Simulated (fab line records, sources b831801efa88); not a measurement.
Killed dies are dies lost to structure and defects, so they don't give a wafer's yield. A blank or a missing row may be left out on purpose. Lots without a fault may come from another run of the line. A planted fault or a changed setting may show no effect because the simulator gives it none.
A struck lot beside a sound one | flow sky130 | 16 steps out of a route of 708
Sound: wafers L506.2, L506.4, L506.6. Struck: wafers L512.2, L512.3. (L512.5 of the same lot was not struck and is left out.) The cause comes at the end.
At each step with rows: each side's tool, then ch and its chambers, then its first start. Under that, the readings that differ: sound wafers | struck wafers | difference of the means | sigmas: that difference in standard deviations of wafers without a fault.
alike: readings whose means differ by less than 2 such deviations, and words and numbers that are the same on both sides. not compared: withheld readings, readings that some wafer has no value for, bounds like >300 that may hide the same value, and numbers for which the record gives no deviation and whose values overlap.
The two part at a step that has a row with sigmas, a row that says differs or no value, or rows on one side only. Numbers that don't overlap but have no deviation are shown without sigmas and don't part them. A reading that every wafer of one side lacks parts them only if that side has two wafers or more.

first, 2 steps without rows for these wafers: SKY_VT_ADJUST_PCH_PEB_05; SKY_VT_ADJUST_PCH_DEVELOP_06 (develop time 60 s).
SKY_VT_ADJUST_PCH_OVL_MEAS_07:
  sound on overlay-01, day 12 08:55; struck on overlay-01, day 13 22:01
  alike: VT_ADJUST_PCH_OVL
then, 1 step without rows for these wafers: SKY_VT_ADJUST_PCH_IMPLANT_08.
SKY_VT_ADJUST_PCH_STRIP_09: strips in O2/N2.
  sound on plasma_asher-01 ch 0, day 12 09:06; struck on plasma_asher-03 ch 1, day 13 22:12
  alike: drypump_motor_current_A, oes_product_au, strip_time_to_endpoint_s
  not compared: rf_hours_counter_h
SKY_VT_ADJUST_PCH_TW_MEAS_10:
  sound on film_metro-02, day 12 09:13; struck on film_metro-02, day 13 22:19
  alike: VT_ADJUST_PCH_TW
then, 6 steps without rows for these wafers: SKY_SONOS_TUNNEL_DEHYDRATE_00 (time 60 s); SKY_SONOS_TUNNEL_HMDS_01 (prime time 60 s); SKY_SONOS_TUNNEL_COAT_02 (resist thk 1140 nm); SKY_SONOS_TUNNEL_SOFTBAKE_03 (time 60 s); SKY_SONOS_TUNNEL_EXPOSE_04 (exposes mask TUNM, target cd 410 nm); SKY_SONOS_TUNNEL_PEB_05.
SKY_SONOS_TUNNEL_DEVELOP_06: develop time 60 s.
  sound on litho_track-01 ch 0, day 13 10:07; struck on litho_track-03 ch 0, day 15 00:47
SKY_SONOS_TUNNEL_CD_MEAS_07: target cd 410 nm.
  sound on cd_sem-02, day 13 10:16; struck on cd_sem-01, day 15 00:56
  reading    | sound             | struck      | difference | sigmas
  cd_nm (nm) | 408.7 404.5 409.6 | 389.9 387.8 | -18.8      | -7
SKY_SONOS_TUNNEL_OVL_MEAS_08:
  sound on overlay-02, day 13 10:23; struck on overlay-01, day 15 01:02
  reading               | sound       | struck    | difference | sigmas
  SONOS_TUNNEL_OVL (nm) | 1.5 1.7 2.1 | -1.6 -1.3 | -3.2       | -2
SKY_PAD_OPEN_PROBE_99:
  the record has rows for the sound wafers here (prober-01, day 47 12:53) and none for the struck ones

WHERE THEY PART
First at SKY_SONOS_TUNNEL_CD_MEAS_07; last, within this record, at SKY_PAD_OPEN_PROBE_99.

WHY: what the simulator had put in
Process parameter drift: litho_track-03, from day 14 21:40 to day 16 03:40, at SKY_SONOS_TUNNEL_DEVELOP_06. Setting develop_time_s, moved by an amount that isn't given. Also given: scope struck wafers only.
